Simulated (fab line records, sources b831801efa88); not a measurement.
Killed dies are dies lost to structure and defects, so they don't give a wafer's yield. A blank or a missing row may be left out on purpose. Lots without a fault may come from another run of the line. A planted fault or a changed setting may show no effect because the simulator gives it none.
fab line records | flow sky130
record lots=11 wafers=33 last_day=50
route steps=708 shown VT_ADJUST_PCH@150 SONOS_ONO@169 POLY_GATE@213 RES_PROTECT@214 PAD_OPEN@708
lots that met no fault: from a run of the same line without faults
start_h: hours from the record's first day to the start of the lot's first wafer shown | wait_h: hours since the lot's step before | " the same as in the row above | L1.1+2: a row that stands for several wafers | - no value, or no start given | * or withheld: withheld | < > ~ a bound
route shown NAME@n: a module of which the file shows steps, and the number in the route of the first | usual: mean/standard deviation of fault-free wafers | same: alike in all rows | chamber/n: place in a boat | sites: the reading at each site | _std_site: their standard deviation | _edge_site: outer sites' mean less inner sites' | radius_mm: how far each site lies from the wafer's centre | mask NAME#n: copy n | behind: the tool/chamber that last shaped the wafer | hold: why the lot was held/for how many hours/how that ended | device: the transistor (n, p or np) that didn't switch | end of line: the same wafers' tests at the end of the route | a step without rows: its recipe alone | killed: dies lost to structure and defects at the first sort, not the wafer's yield | map: a wafer's dies, x killed, . not, _ none there
set.NAME: the setting as run; set.NAME@STEP: as run at that earlier step | model.NAME: the simulator's own value behind a step, which no gauge read
steps of the route over a sample of lots; a table a step, a row a wafer
services: from which hour (start_h, from the record's first day; less than 0 if before it) a tool's chamber was out of use, for how many hours, and why
## steps
# step SKY_VT_ADJUST_PCH_OVL_MEAS_07
# usual VT_ADJUST_PCH_OVL=-1.0/1.3
# columns lot.wafer tool chamber start_h wait_h VT_ADJUST_PCH_OVL[nm]
L390.2 overlay-02 - 220.32 - -0.7
L390.3 " - " " 1.5
L390.6 " - " " -1.9
L391.1 overlay-01 - 234.02 - -2.3
L391.3 " - " " -2.3
L391.6 " - " " -1.5
L392.4 overlay-01 - 241.93 - -2.7
L392.5 " - " " 0.1
L392.6 " - " " -0.1
L399.2 overlay-01 - 292.95 - -0.6
L399.4 " - " " -0.6
L399.6 " - " " -0.2
L402.1 overlay-01 - 318.05 - -0.5
L402.2 " - " " -1.3
L402.4 " - " " -0.8
L407.4 overlay-01 - 365.32 - 0.8
L407.5 " - " " -2.1
L407.6 " - " " 0.3
L409.1 overlay-02 - 372.47 - -0.4
L409.3 " - " " -0.8
L409.5 " - " " -1.4
L410.3 overlay-02 - 384.23 - -1.8
L410.4 " - " " 0.2
L410.6 " - " " -0.4
L411.2 overlay-01 - 390.67 - -0.9
L411.3 " - " " -1.2
L411.5 " - " " -0.4
L412.2 overlay-02 - 392.97 - 1.0
L412.3 " - " " -0.4
L412.5 " - " " 0.6
L413.2 overlay-02 - 402.17 - -2.9
L413.3 " - " " -1.1
L413.4 " - " " -0.3
# step SKY_SONOS_ONO_THK_MEAS_01
# recipe reads=SiO2_of_SONOS_ONO_OXIDATION_00
# usual SONOS_ONO_OXIDATION_THK=2.60/0.051
# columns lot.wafer tool chamber start_h wait_h SONOS_ONO_OXIDATION_THK[nm]
L390.2 film_metro-03 - 245.78 0.0 2.64
L390.3 " - " " 2.65
L390.6 " - " " 2.64
L391.1 film_metro-03 - 260.22 0.0 2.67
L391.3 " - " " 2.60
L391.6 " - " " 2.62
L392.4 film_metro-04 - 268.22 0.0 2.61
L392.5 " - " " 2.62
L392.6 " - " " 2.58
L399.2 film_metro-03 - 321.55 0.0 2.65
L399.4 " - " " 2.57
L399.6 " - " " 2.62
L402.1 film_metro-03 - 348.61 0.0 2.64
L402.2 " - " " 2.60
L402.4 " - " " 2.64
L407.4 film_metro-01 - 395.19 0.0 2.64
L407.5 " - " " 2.60
L407.6 " - " " 2.67
L409.1 film_metro-01 - 403.87 0.0 2.59
L409.3 " - " " 2.63
L409.5 " - " " 2.59
L410.3 film_metro-01 - 416.07 0.0 2.57
L410.4 " - " " 2.51
L410.6 " - " " 2.50
L411.2 film_metro-01 - 423.89 0.0 2.60
L411.3 " - " " 2.60
L411.5 " - " " 2.55
L412.2 film_metro-01 - 425.24 0.0 2.57
L412.3 " - " " 2.54
L412.5 " - " " 2.57
L413.2 film_metro-01 - 435.01 0.0 2.60
L413.3 " - " " 2.60
L413.4 " - " " 2.57
# step SKY_POLY_GATE_IMPLANT_02
# recipe species=P energy_kev=30 dose_cm2=7.7e+15 tilt_deg=0
# usual beam_on_s=33.9/1.6 dose_ions_cm2=7.698e+15/8.7e+12 tilt_deg=0.000/0.02
# columns lot.wafer tool chamber start_h wait_h beam_on_s dose_ions_cm2 tilt_deg
L390.2 implanter-01 0 332.44 0.1 33.2 7.695e+15 -0.001
L390.3 " 0 " " 32.8 7.7e+15 -0.013
L390.6 " 0 " " 32.8 7.698e+15 0.012
L391.1 implanter-04 0 345.92 0.1 35.4 7.686e+15 0.029
L391.3 " 0 " " 35.1 7.691e+15 0.026
L391.6 " 0 " " 36.3 7.685e+15 0.027
L392.4 implanter-01 0 358.77 0.1 32.6 7.709e+15 0.023
L392.5 " 0 " " 32.0 7.71e+15 0.017
L392.6 " 0 " " 31.7 7.699e+15 -0.009
L399.2 implanter-01 0 413.65 0.1 22.6 5.371e+15 -0.017
L399.4 " 0 " " 23.3 5.368e+15 0.028
L399.6 " 0 " " 22.4 5.37e+15 -0.004
L402.1 implanter-01 0 449.42 0.1 21.8 5.378e+15 -0.026
L402.2 " 0 " " 21.7 5.362e+15 -0.027
L402.4 " 0 " " 22.5 5.356e+15 -0.015
L407.4 implanter-04 0 495.84 0.1 35.4 7.702e+15 0.006
L407.5 " 0 " " 35.4 7.701e+15 -0.023
L407.6 " 0 " " 34.9 7.706e+15 -0.018
L409.1 implanter-03 0 502.92 0.1 33.3 7.687e+15 0.006
L409.3 " 0 " " 34.3 7.683e+15 -0.007
L409.5 " 0 " " 32.9 7.703e+15 0.023
L410.3 implanter-01 0 516.75 0.1 31.9 7.693e+15 0.024
L410.4 " 0 " " 32.1 7.694e+15 0.010
L410.6 " 0 " " 31.6 7.695e+15 -0.010
L411.2 implanter-04 0 524.67 0.1 35.7 7.701e+15 -0.012
L411.3 " 0 " " 37.2 7.704e+15 -0.018
L411.5 " 0 " " 35.7 7.703e+15 -0.032
L412.2 implanter-03 0 526.50 0.1 33.4 7.707e+15 -0.021
L412.3 " 0 " " 33.4 7.708e+15 -0.029
L412.5 " 0 " " 34.3 7.713e+15 -0.031
L413.2 implanter-03 0 537.84 0.1 33.7 7.69e+15 0.003
L413.3 " 0 " " 32.8 7.688e+15 -0.001
L413.4 " 0 " " 33.9 7.705e+15 0.004
# step SKY_RES_PROTECT_STRIP_07
# recipe chemistry=O2/N2 power_w=1400 pressure_mtorr=1500 platen_temp_c=withheld o2_flow_sccm=3000 n2_flow_sccm=300 overash_fraction=0.5
# usual drypump_motor_current_A=5.9/0.51 n2_flow_sccm=300.0/0.91 oes_product_au=0.517/0.0049 strip_time_to_endpoint_s=23.30/0.045
# columns lot.wafer tool chamber start_h wait_h drypump_motor_current_A n2_flow_sccm oes_product_au rf_hours_counter_h strip_time_to_endpoint_s
L390.2 plasma_asher-02 0 332.57 0.1 6.4 301.2 0.517 66 23.40
L390.3 " 1 " " 6.3 299.8 0.511 - 23.36
L390.6 " 1 " " 6.3 299.0 0.520 - 23.39
L391.1 plasma_asher-03 1 346.07 0.1 5.8 301.0 0.522 54 23.33
L391.3 " 0 " " 5.0 300.8 0.517 - 23.35
L391.6 " 0 " " 5.0 300.9 0.519 - 23.35
L392.4 plasma_asher-03 0 358.88 0.1 5.0 299.0 0.514 - 23.29
L392.5 " 1 " " 5.8 299.8 0.517 - 23.27
L392.6 " 0 " " 5.0 299.3 0.518 - 23.28
L399.2 plasma_asher-03 1 413.77 0.1 5.8 301.0 0.545 60 21.83
L399.4 " 0 " " 5.0 299.8 0.536 - 21.81
L399.6 " 1 " " 5.8 299.5 0.525 - 21.86
L402.1 plasma_asher-01 1 449.57 0.1 5.4 300.3 0.539 72 21.84
L402.2 " 0 " " 6.1 298.9 0.540 72 21.78
L402.4 " 1 " " 5.4 299.3 0.534 - 21.74
L407.4 plasma_asher-03 1 495.95 0.1 5.8 299.1 0.517 - 23.27
L407.5 " 1 " " 5.8 298.8 0.524 - 23.22
L407.6 " 0 " " 5.0 300.0 0.515 - 23.21
L409.1 plasma_asher-02 1 503.07 0.1 6.3 301.2 0.523 7 23.25
L409.3 " 1 " " 6.3 299.9 0.514 - 23.30
L409.5 " 0 " " 6.4 300.7 0.518 - 23.28
L410.3 plasma_asher-02 1 516.88 0.1 6.3 299.6 0.515 - 23.32
L410.4 " 0 " " 6.4 300.6 0.519 - 23.29
L410.6 " 0 " " 6.4 300.4 0.529 - 23.29
L411.2 plasma_asher-01 0 524.80 0.1 6.1 299.4 0.520 80 23.33
L411.3 " 0 " " 6.1 299.8 0.519 - 23.25
L411.5 " 0 " " 6.1 299.1 0.512 - 23.29
L412.2 plasma_asher-02 1 526.62 0.1 6.3 299.4 0.516 10 23.27
L412.3 " 0 " " 6.4 301.3 0.525 - 23.24
L412.5 " 1 " " 6.3 301.0 0.510 - 23.28
L413.2 plasma_asher-01 1 537.96 0.1 5.4 300.5 0.519 81 23.24
L413.3 " 1 " " 5.4 300.2 0.515 - 23.25
L413.4 " 0 " " 6.1 299.4 0.519 - 23.24
# step SKY_RES_PROTECT_TW_MEAS_08
# usual POLY_GATE_TW=4056/23
# columns lot.wafer tool chamber start_h wait_h POLY_GATE_TW
L390.2 film_metro-01 - 332.68 0.1 4081
L390.3 " - " " 4071
L390.6 " - " " 4070
L391.1 film_metro-01 - 346.17 0.1 4057
L391.3 " - " " 4059
L391.6 " - " " 4077
L392.4 film_metro-03 - 358.98 0.1 4052
L392.5 " - " " 4026
L392.6 " - " " 4035
L399.2 film_metro-01 - 413.88 0.1 3970
L399.4 " - " " 3988
L399.6 " - " " 3984
L402.1 film_metro-03 - 449.67 0.1 3927
L402.2 " - " " 3958
L402.4 " - " " 3907
L407.4 film_metro-01 - 496.04 0.1 4073
L407.5 " - " " 4037
L407.6 " - " " 4054
L409.1 film_metro-03 - 503.16 0.1 4024
L409.3 " - " " 4032
L409.5 " - " " 4026
L410.3 film_metro-02 - 516.97 0.1 4076
L410.4 " - " " 4056
L410.6 " - " " 4064
L411.2 film_metro-02 - 524.91 0.1 4075
L411.3 " - " " 4080
L411.5 " - " " 4082
L412.2 film_metro-02 - 526.73 0.1 4077
L412.3 " - " " 4078
L412.5 " - " " 4068
L413.2 film_metro-01 - 538.07 0.1 4047
L413.3 " - " " 4063
L413.4 " - " " 4048
# step SKY_POLY_GATE_OVL_MEAS_14
# usual POLY_GATE_OVL=1/5.7
# columns lot.wafer tool chamber start_h wait_h POLY_GATE_OVL[nm]
L390.2 overlay-02 - 361.12 0.1 0
L390.3 " - " " 2
L390.6 " - " " -3
L391.1 overlay-02 - 375.29 0.1 9
L391.3 " - " " 14
L391.6 " - " " 5
L392.4 overlay-02 - 391.17 0.1 2
L392.5 " - " " 3
L392.6 " - " " 0
L399.2 overlay-01 - 448.00 0.1 -2
L399.4 " - " " -3
L399.6 " - " " 1
L402.1 overlay-01 - 482.47 0.1 1
L402.2 " - " " -8
L402.4 " - " " 0
L407.4 overlay-01 - 543.72 0.1 5
L407.5 " - " " 3
L407.6 " - " " 8
L409.1 overlay-01 - 544.05 0.1 -2
L409.3 " - " " 2
L409.5 " - " " 1
L410.3 overlay-01 - 548.47 0.1 3
L410.4 " - " " -8
L410.6 " - " " -5
L411.2 overlay-01 - 556.70 0.1 8
L411.3 " - " " 1
L411.5 " - " " -10
L412.2 overlay-02 - 558.15 0.1 -9
L412.3 " - " " -3
L412.5 " - " " 0
L413.2 overlay-02 - 569.57 0.1 0
L413.3 " - " " 3
L413.4 " - " " -4
# step SKY_PAD_OPEN_PROBE_99
# usual killed_at_M0_to_M3=43/7.4 killed_at_M4_up=3.1/1.9 killed_at_contacts=25/5.4 killed_at_front_end=15/4.3 killed_at_other=0.3/0.54 killed_dies=86/10 killed_open=46/7.4 killed_short=40/7
# same gross_dies=492 killed_at_back_side=0
# columns lot.wafer tool chamber start_h wait_h killed_at_M0_to_M3 killed_at_M4_up killed_at_contacts killed_at_front_end killed_at_other killed_dies killed_open killed_short
L392.4 prober-01 - 1094.62 0.2 63 3 26 17 0 109 62 47
L392.6 prober-01 - 1094.72 0.2 39 7 24 8 0 78 44 34
L399.2 prober-02 - 1130.63 0.1 38 3 34 11 1 87 48 39
L399.4 prober-02 - 1130.73 0.2 28 4 23 8 1 64 30 34
L399.6 prober-02 - 1130.83 0.2 30 4 17 8 1 60 38 22
# killed by level:class
L392.4 VIA1:geometric_particle:open=18 METAL2:geometric_particle:short=12 VIA2:geometric_particle:open=10 LI_CONTACT:geometric_particle:open=7 CONTACT:geometric_particle:short=7 VIA3:geometric_particle:open=7 CONTACT:geometric_particle:open=6 FIELD_ISO:geometric_particle:open=5
L392.6 LI_CONTACT:geometric_particle:open=10 VIA3:geometric_particle:open=10 METAL2:geometric_particle:short=8 CONTACT:geometric_particle:open=7 METAL1:geometric_particle:short=5 VIA1:geometric_particle:open=4 LI_CONTACT:geometric_particle:short=4 METAL4:geometric_particle:short=4
L399.2 CONTACT:geometric_particle:open=11 VIA2:geometric_particle:open=9 LI_CONTACT:geometric_particle:open=8 CONTACT:geometric_particle:short=8 VIA1:geometric_particle:open=7 VIA3:geometric_particle:open=5 METAL1:geometric_particle:short=4 POLY_GATE:geometric_particle:short=3
L399.4 CONTACT:geometric_particle:open=10 METAL2:geometric_particle:short=7 LI_CONTACT:geometric_particle:open=6 POLY_GATE:geometric_particle:short=5 VIA1:geometric_particle:short=4 LOCAL_INTERCONNECT:geometric_particle:short=3 CONTACT:geometric_particle:short=3 METAL1:geometric_particle:short=3
L399.6 VIA1:geometric_particle:open=10 CONTACT:geometric_particle:open=8 LI_CONTACT:geometric_particle:open=6 METAL2:geometric_particle:short=5 FIELD_ISO:geometric_particle:open=3 POLY_GATE:geometric_particle:short=2 VIA2:geometric_particle:short=2 METAL1:geometric_particle:open=2
## services
# columns tool chamber start_h hours kind
plasma_asher-02 - 356.06 0.8 repair
implanter-03 - 380.59 100.3 pm
implanter-01 - 409.84 1.1 repair
plasma_asher-02 - 421.25 9.0 pm
plasma_asher-02 0 421.25 9.0 vent_cycle
plasma_asher-02 1 421.25 9.0 vent_cycle
plasma_asher-02 0 430.25 - clean
plasma_asher-02 1 430.25 - clean
implanter-01 - 454.96 3.6 pm
implanter-01 - 474.94 5.0 repair
plasma_asher-03 - 501.87 4.3 repair
implanter-04 - 504.90 5.6 repair
implanter-04 - 524.92 2.4 repair
implanter-01 - 527.62 1.9 repair
implanter-01 - 535.82 6.0 pm
plasma_asher-02 - 536.14 2.8 pm
## key
first_sign step=SKY_POLY_GATE_IMPLANT_02 reading=dose_ions_cm2 direction=down sigmas=99+ usual=* struck=*
effect step=SKY_POLY_GATE_IMPLANT_02 reading=beam_on_s direction=down sigmas=7.4 usual=33.9 struck=22.4
effect step=SKY_RES_PROTECT_STRIP_07 reading=strip_time_to_endpoint_s direction=down sigmas=33 usual=* struck=*
effect step=SKY_RES_PROTECT_TW_MEAS_08 reading=POLY_GATE_TW direction=down sigmas=4.4 usual=4056 struck=3956
met_at SKY_POLY_GATE_IMPLANT_02
struck_lots L399,L402
tester_left_out L399,L402
not_acting_at SKY_VT_ADJUST_PCH_OVL_MEAS_07,SKY_SONOS_ONO_THK_MEAS_01,SKY_POLY_GATE_OVL_MEAS_14
onset_between 358.77 413.65
fault kind=process_parameter_drift tool=implanter-01 chamber=- onset_h=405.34 steps=SKY_POLY_GATE_IMPLANT_02 channel=dose_cm2 offset=* shape=step end_h=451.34 acts_in=* stated=*
# tester_left_out: of these lots the tester's yield and bins aren't shown, on N5 and GAA mostly nor the transistor test; their killed dies are dies lost to structure and defects alone, not to doping, threshold or leakage, so they don't give the yield
